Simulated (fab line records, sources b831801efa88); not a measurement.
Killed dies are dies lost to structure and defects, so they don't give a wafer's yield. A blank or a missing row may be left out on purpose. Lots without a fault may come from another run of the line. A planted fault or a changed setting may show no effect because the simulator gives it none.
fab line records | flow sky130
record lots=6 wafers=18 last_day=50
route steps=708 shown FIELD_ISO@13 NWELL@32 DNWELL@35 PWDE@45 PAD_OPEN@708
lots that met no fault: from a run of the same line without faults
start_h: hours from the record's first day to the start of the lot's first wafer shown | wait_h: hours since the lot's step before | " the same as in the row above | L1.1+2: a row that stands for several wafers | - no value, or no start given | * or withheld: withheld | < > ~ a bound
route shown NAME@n: a module of which the file shows steps, and the number in the route of the first | usual: mean/standard deviation of fault-free wafers | same: alike in all rows | chamber/n: place in a boat | sites: the reading at each site | _std_site: their standard deviation | _edge_site: outer sites' mean less inner sites' | radius_mm: how far each site lies from the wafer's centre | mask NAME#n: copy n | behind: the tool/chamber that last shaped the wafer | hold: why the lot was held/for how many hours/how that ended | device: the transistor (n, p or np) that didn't switch | end of line: the same wafers' tests at the end of the route | a step without rows: its recipe alone | killed: dies lost to structure and defects at the first sort, not the wafer's yield | map: a wafer's dies, x killed, . not, _ none there
set.NAME: the setting as run; set.NAME@STEP: as run at that earlier step | model.NAME: the simulator's own value behind a step, which no gauge read
lots at some steps of the route; a table a step, a row a wafer
services: from which hour (start_h, from the record's first day; less than 0 if before it) a tool's chamber was out of use, for how many hours, and why
## steps
# step SKY_FIELD_ISO_DEVELOP_12
# recipe develop_time_s=60 resist=KrF-thick dev_temp_c=21
# step SKY_FIELD_ISO_CD_MEAS_13
# recipe target_cd_nm=150
# usual cd_nm=150.1/1.4
# columns lot.wafer tool chamber start_h wait_h cd_nm
L381.4 cd_sem-01 - 43.78 - 151.7
L381.5 " - " " 151.3
L381.6 " - " " 151.7
L387.2 cd_sem-01 - 75.53 - 150.0
L387.5 " - " " 150.1
L387.6 " - " " 148.9
L392.2 cd_sem-01 - 100.00 - 152.3
L392.3 " - " " 152.6
L392.4 " - " " 151.5
L394.1 cd_sem-01 - 112.12 - 149.2
L394.4 " - " " 150.2
L394.5 " - " " 148.8
L395.2 cd_sem-02 - 116.50 - 149.7
L395.3 " - " " 148.4
L395.4 " - " " 150.1
L401.2 cd_sem-02 - 150.33 - 146.5
L401.3 " - " " 148.3
L401.6 " - " " 146.1
# step SKY_FIELD_ISO_ETCH_14
# recipe chemistry=N2/H2 target=BARC ion_energy_ev=200 source_w=516.5 bias_w=100 pressure_mtorr=30 n2_flow_sccm=100 h2_flow_sccm=200 stop_on=SiO2 time_s=45.9 target_depth_a=600
# usual bias_w=100.0/0.31 drypump_motor_current_A=5.9/0.4 oes_product_au=0.855/0.005 throttle_valve_pct=13.223/0.0094
# columns lot.wafer tool chamber start_h wait_h bias_w drypump_motor_current_A oes_product_au rf_hours_counter_h throttle_valve_pct
L381.4 rie_diel-03 2 43.84 0.0 99.8 5.3 0.851 169 13.215
L381.5 " 2 " " 99.8 5.3 0.857 - 13.230
L381.6 " 3 " " 100.1 6.3 0.863 - 13.243
L387.2 rie_diel-03 2 75.63 0.1 100.1 5.3 0.852 170 13.226
L387.5 " 2 " " 100.0 5.3 0.856 - 13.228
L387.6 " 3 " " 99.9 6.3 0.852 - 13.244
L392.2 rie_diel-02 1 100.10 0.1 100.1 5.1 0.861 1 13.217
L392.3 " 3 " " 99.8 6.1 0.858 43 13.230
L392.4 " 0 " " 100.6 5.9 0.846 7 13.221
L394.1 rie_diel-01 1 112.24 0.1 100.2 5.3 0.850 119 13.219
L394.4 " 2 " " 99.4 5.9 0.848 40 13.225
L394.5 " 2 " " 99.5 5.9 0.852 - 13.222
L395.2 rie_diel-03 3 116.60 0.1 99.9 6.3 0.854 137 13.240
L395.3 " 1 " " 99.9 5.8 0.850 3 13.217
L395.4 " 0 " " 99.4 6.4 0.852 37 13.242
L401.2 rie_diel-02 0 150.43 0.1 99.9 5.9 0.854 8 13.214
L401.3 " 3 " " 100.1 6.1 0.856 44 13.227
L401.6 " 0 " " 99.9 5.9 0.861 - 13.230
# step SKY_FIELD_ISO_ETCH_15
# recipe chemistry=CHF3/O2 target_depth_nm=180 stop_on=Si source_w=600 bias_w=200 pressure_mtorr=40 chf3_flow_sccm=50 O2_flow_sccm=5 time_s=72
# step SKY_FIELD_ISO_STRIP_16
# recipe chemistry=O2/N2 power_w=1400 pressure_mtorr=1500 platen_temp_c=withheld o2_flow_sccm=3000 n2_flow_sccm=300 overash_fraction=0.5
# step SKY_FIELD_ISO_ETCH_17
# recipe target_depth_a=3420 mask_material=Si3N4 chemistry=HBr/Cl2/O2 target=Si taper_deg=5 icp_w=600 bias_w=150 pressure_mtorr=15 HBr_flow_sccm=150 Cl2_flow_sccm=40 O2_flow_sccm=6 time_s=97.7
# usual bias_w=150.0/0.42 drypump_motor_current_A=5.3/0.35 oes_product_au=1.005/0.0097 throttle_valve_pct=25.653/0.011
# columns lot.wafer tool chamber start_h wait_h bias_w drypump_motor_current_A oes_product_au rf_hours_counter_h throttle_valve_pct
L381.4 rie_si-02 0 44.04 0.0 150.0 5.5 0.986 76 25.654
L381.5 " 1 " " 150.2 4.9 1.006 - 25.632
L381.6 " 0 " " 149.9 5.5 1.004 - 25.666
L387.2 rie_si-01 2 75.83 0.1 150.3 5.0 0.996 10 25.659
L387.5 " 1 " " 150.3 4.9 1.008 - 25.654
L387.6 " 2 " " 150.3 5.0 1.004 - 25.657
L392.2 rie_si-01 3 100.30 0.1 150.1 5.6 1.002 1 25.657
L392.3 " 1 " " 150.8 4.9 1.001 2 25.651
L392.4 " 0 " " 149.7 5.5 0.993 54 25.658
L394.1 rie_si-01 0 112.44 0.1 149.5 5.5 0.998 54 25.668
L394.4 " 1 " " 150.1 4.9 1.006 2 25.676
L394.5 " 0 " " 149.8 5.5 1.003 - 25.664
L395.2 rie_si-02 2 116.80 0.1 150.3 5.8 1.007 3 25.662
L395.3 " 1 " " 149.9 4.9 1.020 4 25.641
L395.4 " 3 " " 150.5 5.9 1.023 0 25.622
L401.2 rie_si-01 0 150.63 0.1 149.6 5.5 0.997 54 25.663
L401.3 " 1 " " 150.3 4.9 1.021 3 25.643
L401.6 " 3 " " 150.3 5.6 1.002 - 25.672
# step SKY_FIELD_ISO_WET_ETCH_18
# recipe chemistry=H3PO4 target_depth_nm=25 temp_c=160 target=Si3N4 time_s=286
# step SKY_FIELD_ISO_CLEAN_19
# recipe chemistry=SC1/SC2 mix=1:4:20 temp_c=70 time_s=150
# step SKY_FIELD_ISO_CLEAN_20
# recipe chemistry=dHF time_s=20 dilution=100:1
# step SKY_FIELD_ISO_WET_ETCH_21
# recipe chemistry=dHF dilution=100:1 target_depth_nm=20 dry=ipa_marangoni target=SiO2 temp_c=25 time_s=400
# step SKY_FIELD_ISO_OXIDATION_22
# recipe temp_c=950 ambient=O2 stabilise_s=600 purge_s=300 target_thk_a=100 ox_time_s=623
# step SKY_FIELD_ISO_THK_MEAS_23
# recipe reads=SiO2_of_FIELD_ISO_OXIDATION_22
# usual FIELD_ISO_OXIDATION_01_THK=9.89/0.15
# columns lot.wafer tool chamber start_h wait_h FIELD_ISO_OXIDATION_01_THK[nm]
L381.4 film_metro-02 - 46.45 0.0 10.00
L381.5 " - " " 10.16
L381.6 " - " " 10.10
L387.2 film_metro-01 - 77.36 0.0 10.03
L387.5 " - " " 9.95
L387.6 " - " " 10.08
L392.2 film_metro-02 - 102.60 0.0 9.77
L392.3 " - " " 9.82
L392.4 " - " " 9.82
L394.1 film_metro-02 - 114.32 0.0 9.81
L394.4 " - " " 9.84
L394.5 " - " " 9.93
L395.2 film_metro-01 - 118.35 0.0 9.91
L395.3 " - " " 9.76
L395.4 " - " " 9.94
L401.2 film_metro-02 - 152.81 0.0 9.83
L401.3 " - " " 9.78
L401.6 " - " " 9.77
# step SKY_FIELD_ISO_CVD_24
# recipe material=SiO2 target_thk_nm=595 temp_c=650 sigma_open_frac=0.3 time_s=99.2 sih4_flow_sccm=60 pressure_mtorr=6
# columns lot.wafer tool chamber start_h wait_h
L381.4+5+6 hdpcvd-02 2,0,1 46.52 0.1
L387.2+5+6 hdpcvd-02 0,2,0 77.41 0.0
L392.2+3+4 hdpcvd-01 1,0,0 102.65 0.0
L394.1+4+5 hdpcvd-02 0,0,2 114.38 0.1
L395.2+3+4 hdpcvd-02 1,0,1 118.40 0.0
L401.2+3+6 hdpcvd-01 1,2,2 152.87 0.0
# step SKY_FIELD_ISO_THK_MEAS_25
# recipe reads=SiO2_of_FIELD_ISO_CVD_24
# usual FIELD_ISO_CVD_24_THK=596/5.7
# columns lot.wafer tool chamber start_h wait_h FIELD_ISO_CVD_24_THK[nm]
L381.4 film_metro-01 - 46.59 0.0 591
L381.5 " - " " 598
L381.6 " - " " 597
L387.2 film_metro-02 - 77.49 0.0 597
L387.5 " - " " 594
L387.6 " - " " 590
L392.2 film_metro-01 - 102.74 0.0 593
L392.3 " - " " 598
L392.4 " - " " 606
L394.1 film_metro-04 - 114.45 0.0 586
L394.4 " - " " 590
L394.5 " - " " 601
L395.2 film_metro-01 - 118.48 0.0 594
L395.3 " - " " 584
L395.4 " - " " 594
L401.2 film_metro-02 - 152.95 0.0 594
L401.3 " - " " 594
L401.6 " - " " 589
# step SKY_FIELD_ISO_ANNEAL_26
# recipe temp_c=1000 time_s=1800 ambient=N2
# step SKY_FIELD_ISO_CMP_27
# recipe stop_on=Si3N4 t_overpolish_s=16 down_force_psi=4 platen_rpm=60 target_thk_nm=457.8 pad_velocity_m_s=0.94248
# usual motor_current_A=11.9/0.51 overpolish_run_s=16.000/0.0093 time_to_endpoint_s=112/4.3
# same t_overpolish_s=16
# columns lot.wafer tool chamber start_h wait_h motor_current_A overpolish_run_s time_to_endpoint_s
L381.4 cmp-02 0 49.56 0.1 11.8 16.014 116
L381.5 " 2 " " 11.8 16.000 114
L381.6 " 3 " " 12.1 16.000 116
L387.2 cmp-02 0 79.14 0.1 11.7 16.014 111
L387.5 " 2 " " 12.4 16.002 111
L387.6 " 3 " " 11.8 16.002 112
L392.3 cmp-02 3 105.28 0.0 12.1 16.002 110
L392.4 " 0 " " 11.8 16.005 114
L392.2 " 2 " " 12.2 16.021 112
L394.4 cmp-02 2 116.86 0.0 11.8 15.998 110
L394.1 " 0 " " 11.3 16.006 108
L394.5 " 2 " " 11.7 15.981 114
L395.2 cmp-02 2 120.03 0.0 11.6 16.017 111
L395.4 " 0 " " 11.9 15.998 113
L395.3 " 1 " " 11.3 16.008 112
L401.2 cmp-02 3 155.42 0.0 11.9 15.987 113
L401.3 " 2 " " 11.5 15.991 111
L401.6 " 0 " " 11.9 16.017 110
# step SKY_FIELD_ISO_WET_ETCH_28
# recipe chemistry=dHF target_depth_nm=23.7 target=SiO2 dilution=10:1 temp_c=25 time_s=47
# step SKY_FIELD_ISO_WET_ETCH_29
# recipe chemistry=H3PO4 target_depth_nm=160 target=Si3N4 temp_c=160 time_s=1825
# step SKY_FIELD_ISO_WET_ETCH_30
# recipe chemistry=dHF target_depth_nm=25 target=SiO2 dilution=10:1 temp_c=25 time_s=50
# step SKY_NWELL_CLEAN_00
# recipe chemistry=SC1/SC2 mix=1:4:20 temp_c=70 time_s=150 dry=n2_spin
# step SKY_NWELL_OXIDATION_01
# recipe temp_c=900 ambient=O2 stabilise_s=600 purge_s=300 target_thk_a=100 ox_time_s=1418
# step SKY_NWELL_THK_MEAS_02
# recipe reads=SiO2_of_NWELL_OXIDATION_01
# usual NWELL_OXIDATION_THK=9.95/0.16
# columns lot.wafer tool chamber start_h wait_h NWELL_OXIDATION_THK[nm]
L381.4 film_metro-03 - 51.79 0.0 9.93
L381.5 " - " " 9.63
L381.6 " - " " 9.87
L387.2 film_metro-03 - 81.41 0.0 9.91
L387.5 " - " " 9.71
L387.6 " - " " 9.77
L392.2 film_metro-04 - 108.19 0.0 10.07
L392.3 " - " " 10.16
L392.4 " - " " 10.10
L394.1 film_metro-03 - 119.27 0.0 9.93
L394.4 " - " " 10.03
L394.5 " - " " 9.82
L395.2 film_metro-04 - 122.40 0.0 9.95
L395.3 " - " " 10.16
L395.4 " - " " 10.06
L401.2 film_metro-03 - 157.74 0.0 9.95
L401.3 " - " " 9.87
L401.6 " - " " 9.95
# step SKY_DNWELL_DEHYDRATE_00
# recipe temp_c=200 time_s=60
# step SKY_DNWELL_HMDS_01
# recipe prime_time_s=60 prime_temp_c=120
# step SKY_DNWELL_COAT_02
# recipe spin_rpm=2000 resist_thk_nm=3000
# step SKY_DNWELL_SOFTBAKE_03
# recipe temp_c=110 time_s=withheld
# step SKY_DNWELL_EXPOSE_04
# recipe mask_id=DNM na=0.57 target_cd_nm=3000 dose_mj=222
# step SKY_DNWELL_PEB_05
# recipe temp_c=115 time_s=withheld
# step SKY_DNWELL_DEVELOP_06
# recipe wall_angle_deg=90 developer=TMAH develop_time_s=60 dev_temp_c=23
# step SKY_DNWELL_IMPLANT_07
# recipe species=P energy_kev=withheld dose_cm2=withheld tilt_deg=withheld
# step SKY_DNWELL_STRIP_08
# recipe chemistry=O2/N2 power_w=1400 pressure_mtorr=1500 platen_temp_c=withheld o2_flow_sccm=3000 n2_flow_sccm=300 overash_fraction=0.5
# usual drypump_motor_current_A=5.9/0.39 o2_flow_sccm=3001/8.4 oes_product_au=0.723/0.0049 strip_time_to_endpoint_s=36.95/0.12
# columns lot.wafer tool chamber start_h wait_h drypump_motor_current_A o2_flow_sccm oes_product_au rf_hours_counter_h strip_time_to_endpoint_s
L381.4 plasma_asher-04 0 67.73 0.1 5.4 2993 0.729 - 37.05
L381.5 " 1 " " 6.3 3010 0.718 - 37.14
L381.6 " 0 " " 5.3 3005 0.723 - 36.97
L387.2 plasma_asher-01 1 98.42 0.1 5.4 3011 0.722 44 36.81
L387.5 " 1 " " 5.4 3006 0.725 - 36.82
L387.6 " 0 " " 6.1 2996 0.721 - 36.82
L392.2 plasma_asher-04 1 126.27 0.1 6.3 2991 0.714 46 37.13
L392.3 " 0 " " 5.4 2984 0.721 - 37.00
L392.4 " 1 " " 6.3 3003 0.714 - 37.18
L394.1 plasma_asher-04 1 138.28 0.1 6.3 2999 0.727 47 36.89
L394.4 " 1 " " 6.3 2998 0.726 - 36.90
L394.5 " 0 " " 5.4 3001 0.724 - 36.88
L395.2 plasma_asher-01 0 141.98 0.1 6.1 3025 0.724 2 36.96
L395.3 " 1 " " 5.4 2998 0.717 - 36.89
L395.4 " 0 " " 6.1 3014 0.725 - 36.84
L401.2 plasma_asher-01 1 178.33 0.1 5.4 3014 0.718 6 36.93
L401.3 " 1 " " 5.4 3009 0.729 - 36.91
L401.6 " 1 " " 5.5 3001 0.723 - 36.91
# step SKY_DNWELL_TW_MEAS_09
# usual DNWELL_TW=1110/6.2
# columns lot.wafer tool chamber start_h wait_h DNWELL_TW
L381.4 film_metro-01 - 67.82 0.1 1124
L381.5 " - " " 1114
L381.6 " - " " 1113
L387.2 film_metro-04 - 98.53 0.1 1105
L387.5 " - " " 1104
L387.6 " - " " 1106
L392.2 film_metro-01 - 126.38 0.1 1119
L392.3 " - " " 1115
L392.4 " - " " 1113
L394.1 film_metro-04 - 138.38 0.1 1107
L394.4 " - " " 1103
L394.5 " - " " 1102
L395.2 film_metro-04 - 142.09 0.1 1109
L395.3 " - " " 1113
L395.4 " - " " 1113
L401.2 film_metro-04 - 178.44 0.1 1112
L401.3 " - " " 1114
L401.6 " - " " 1115
# step SKY_PWDE_DEHYDRATE_00
# recipe temp_c=200 time_s=60
# step SKY_PWDE_HMDS_01
# recipe prime_time_s=60 prime_temp_c=120.4
# step SKY_PWDE_COAT_02
# recipe spin_rpm=2000 resist_thk_nm=3000
# step SKY_PWDE_SOFTBAKE_03
# recipe temp_c=110 time_s=withheld
# step SKY_PWDE_EXPOSE_04
# recipe mask_id=PWDEM na=0.6 source_shape=conventional sigma_outer=0.6 polarization=unpolarized target_cd_nm=840 dose_mj=214
# step SKY_PWDE_PEB_05
# recipe temp_c=115 time_s=withheld
# step SKY_PWDE_DEVELOP_06
# recipe wall_angle_deg=90 developer=TMAH develop_time_s=60 dev_temp_c=23
# step SKY_PWDE_OVL_MEAS_07
# usual PWDE_OVL=-0.5/1.3
# columns lot.wafer tool chamber start_h wait_h PWDE_OVL[nm]
L381.4 overlay-01 - 85.06 - 1.3
L381.5 " - " " 0.9
L381.6 " - " " -0.8
L387.2 overlay-02 - 116.45 - -0.4
L387.5 " - " " -0.8
L387.6 " - " " -3.1
L392.2 overlay-01 - 146.44 - -1.2
L392.3 " - " " -1.2
L392.4 " - " " -1.0
L394.1 overlay-02 - 158.24 - 1.4
L394.4 " - " " -0.5
L394.5 " - " " -2.8
L395.2 overlay-02 - 162.10 - -1.8
L395.3 " - " " -2.6
L395.4 " - " " -1.2
L401.2 overlay-02 - 199.61 - -0.9
L401.3 " - " " -2.3
L401.6 " - " " -2.2
# step SKY_PWDE_IMPLANT_08
# recipe species=B energy_kev=150 dose_cm2=3.6e+12 tilt_deg=withheld
# step SKY_PWDE_STRIP_09
# recipe chemistry=O2/N2 power_w=1400 pressure_mtorr=1500 platen_temp_c=withheld o2_flow_sccm=3000 n2_flow_sccm=300 overash_fraction=0.5
# usual drypump_motor_current_A=5.9/0.33 o2_flow_sccm=3000/8.9 oes_product_au=0.723/0.0042 strip_time_to_endpoint_s=36.96/0.1
# columns lot.wafer tool chamber start_h wait_h drypump_motor_current_A o2_flow_sccm oes_product_au rf_hours_counter_h strip_time_to_endpoint_s
L381.4 plasma_asher-02 1 85.26 0.1 6.0 3004 0.721 - 37.08
L381.5 " 0 " " 5.9 2997 0.726 - 37.20
L381.6 " 1 " " 6.0 2999 0.727 - 37.10
L387.2 plasma_asher-04 1 116.63 0.1 6.3 3003 0.723 44 36.90
L387.5 " 1 " " 6.3 3004 0.718 - 36.96
L387.6 " 0 " " 5.4 3002 0.718 - 36.94
L392.2 plasma_asher-02 0 146.62 0.1 5.9 2996 0.729 44 36.90
L392.3 " 0 " " 5.9 3012 0.721 - 36.97
L392.4 " 1 " " 6.0 2995 0.720 - 36.96
L394.1 plasma_asher-04 1 158.43 0.1 6.3 2992 0.720 49 36.88
L394.4 " 1 " " 6.3 3011 0.723 - 36.90
L394.5 " 0 " " 5.4 3013 0.718 - 36.88
L395.2 plasma_asher-01 1 162.28 0.1 5.4 3009 0.721 4 36.89
L395.3 " 1 " " 5.4 3003 0.725 - 36.81
L395.4 " 0 " " 6.1 2999 0.724 - 36.76
L401.2 plasma_asher-01 0 199.79 0.1 6.1 3006 0.719 8 37.01
L401.3 " 1 " " 5.4 2996 0.724 - 37.00
L401.6 " 1 " " 5.4 3011 0.732 - 36.82
# step SKY_PAD_OPEN_PROBE_99
# usual killed_at_M0_to_M3=43/6.6 killed_at_M4_up=3.4/1.8 killed_at_contacts=24/4.9 killed_at_front_end=15/4.1 killed_at_other=0.3/0.55 killed_dies=85/8.8 killed_open=46/6.1 killed_short=39/5.7
# same gross_dies=492 killed_at_back_side=0
# columns lot.wafer tool chamber start_h wait_h killed_at_M0_to_M3 killed_at_M4_up killed_at_contacts killed_at_front_end killed_at_other killed_dies killed_open killed_short
L394.1 prober-02 - 1167.93 0.1 45 6 14 34 0 99 36 42
L394.4 prober-02 - 1168.08 0.2 36 3 26 35 0 100 42 38
L394.5 prober-02 - 1168.13 0.2 44 2 26 51 0 123 42 44
L395.2 prober-01 - 1174.45 0.1 38 0 19 57 0 114 37 36
L395.3 prober-01 - 1174.50 0.2 35 5 21 35 1 97 47 32
L395.4 prober-01 - 1174.55 0.2 44 4 24 61 0 133 48 39
# killed by level:class
L394.1 FIELD_ISO:unspecified=21 METAL1:geometric_particle:short=9 METAL2:geometric_particle:short=6 VIA1:geometric_particle:open=6 VIA1:geometric_particle:short=6 VIA2:geometric_particle:open=6 POLY_GATE:geometric_particle:short=5 LI_CONTACT:geometric_particle:open=4
L394.4 FIELD_ISO:unspecified=20 CONTACT:geometric_particle:open=10 VIA1:geometric_particle:open=7 POLY_GATE:geometric_particle:open=6 LI_CONTACT:geometric_particle:open=5 VIA2:geometric_particle:open=5 LI_CONTACT:geometric_particle:short=4 CONTACT:geometric_particle:short=4
L394.5 FIELD_ISO:unspecified=37 LI_CONTACT:geometric_particle:open=11 METAL1:geometric_particle:short=8 VIA3:geometric_particle:open=7 POLY_GATE:geometric_particle:open=6 LOCAL_INTERCONNECT:geometric_particle:short=6 VIA1:geometric_particle:short=6 VIA2:geometric_particle:open=6
L395.2 FIELD_ISO:unspecified=41 CONTACT:geometric_particle:open=11 VIA1:geometric_particle:open=8 FIELD_ISO:geometric_particle:short=7 VIA2:geometric_particle:open=5 METAL1:geometric_particle:short=5 VIA3:geometric_particle:open=4 VIA2:geometric_particle:short=4
L395.3 FIELD_ISO:unspecified=18 CONTACT:geometric_particle:open=9 VIA1:geometric_particle:open=9 FIELD_ISO:geometric_particle:short=6 VIA2:geometric_particle:open=6 LI_CONTACT:geometric_particle:open=5 CONTACT:geometric_particle:short=5 VIA3:geometric_particle:open=5
L395.4 FIELD_ISO:unspecified=44 VIA2:geometric_particle:open=10 VIA1:geometric_particle:open=9 CONTACT:geometric_particle:open=9 LOCAL_INTERCONNECT:geometric_particle:short=6 METAL3:geometric_particle:short=6 LI_CONTACT:geometric_particle:open=5 FIELD_ISO:geometric_particle:open=4
# map L394.5 (x killed, . not)
__________........x._________
________.xx.xx........_______
______x..x....x.xxx.x..x_____
_____....x..xx...xx....x.____
____..xx......x........x..___
___..x....x.x.....x........__
__.....x.........x...x......_
_.....x...x.x..x....x..x....x
_xxx................x........
_...x.....xx..x.xx......x....
_......x....x.......x........
_.........x.........x....x...
_xxx............x............
_....x...............x....x..
_............x.........x.....
__x.x......x..xx.....x......_
___...x...x..x.xx..........__
____....xx..xx.xxx.xx.....___
_____.....xxxxxxx..xxx.x.____
______....xxxxxxxxx.x..._____
________..xxxxxxxxxx.._______
__________xxxxxxxxx._________
# map L395.4 (x killed, . not)
__________......x..._________
________x.xx.x......x._______
______...x.x...........x_____
_____.x...............xxx____
____.....x...x.x..x.......___
___.xxxx..x.x..x.....x.....__
__..x........x............xx_
_.xxx.......x.x..........x.x.
_.x...x..x.x.x......xx.......
_.x.xx.....x........x.......x
_x...x......x..........xx....
_x...x.....x..x..........x..x
_.........xx....x.....x......
_....x..x.....x...x...xxxxxx.
_.x.x.......x........xxxxxxxx
__.....x..x........xxxxxxxxx_
___...x.....xx.....xxxxxxxx__
____...x............xxxxxx___
_____..x...........xxxxxx____
______x..x..x...x...x.xx_____
________......xx....xx_______
__________.......x.._________
## services
# columns tool chamber start_h hours kind
rie_diel-03 3 24.40 7.5 repair
plasma_asher-02 - 30.29 0.5 repair
cmp-02 - 50.08 1.6 repair
cmp-02 - 64.00 4.0 pm
hdpcvd-01 - 66.75 15.0 pm
rie_si-02 - 69.46 2.8 pm
rie_si-01 3 70.37 5.5 repair
rie_diel-01 - 71.12 14.6 pm
rie_si-01 2 79.90 6.9 repair
rie_diel-01 1 87.94 1.4 repair
rie_si-01 2 101.22 3.8 repair
rie_si-02 3 101.42 6.8 repair
rie_diel-02 0 103.91 7.1 repair
plasma_asher-01 - 108.75 9.0 pm
rie_si-01 - 123.28 2.8 pm
cmp-02 - 130.80 3.9 repair
plasma_asher-04 - 132.59 1.7 repair
rie_diel-02 1 143.06 9.4 repair
rie_diel-03 - 145.69 0.4 repair
rie_diel-03 1 156.70 3.0 repair
rie_diel-02 2 164.07 23.2 repair
rie_diel-03 2 170.03 7.3 repair
cmp-02 - 171.97 0.3 repair
rie_diel-03 - 196.86 14.6 pm
## key
first_sign step=SKY_PAD_OPEN_PROBE_99 reading=killed_at_front_end direction=up sigmas=7.4 usual=15 struck=46
effect step=SKY_PAD_OPEN_PROBE_99 reading=killed_dies direction=up sigmas=2.9 usual=85 struck=111 wafers_moved=5
met_at SKY_FIELD_ISO_CVD_24
struck_wafers L394.1,L394.4,L394.5,L395.2,L395.3,L395.4
tester_left_out L394,L395
onset_between 77.41 114.38
fault kind=chamber_particle_source tool=hdpcvd-02 chamber=- onset_h=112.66 steps=SKY_FIELD_ISO_CVD_24 rate_per_visit_cm2=0.88001 end_h=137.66
# tester_left_out: of these lots the tester's yield and bins aren't shown, on N5 and GAA mostly nor the transistor test; their killed dies are dies lost to structure and defects alone, not to doping, threshold or leakage, so they don't give the yield
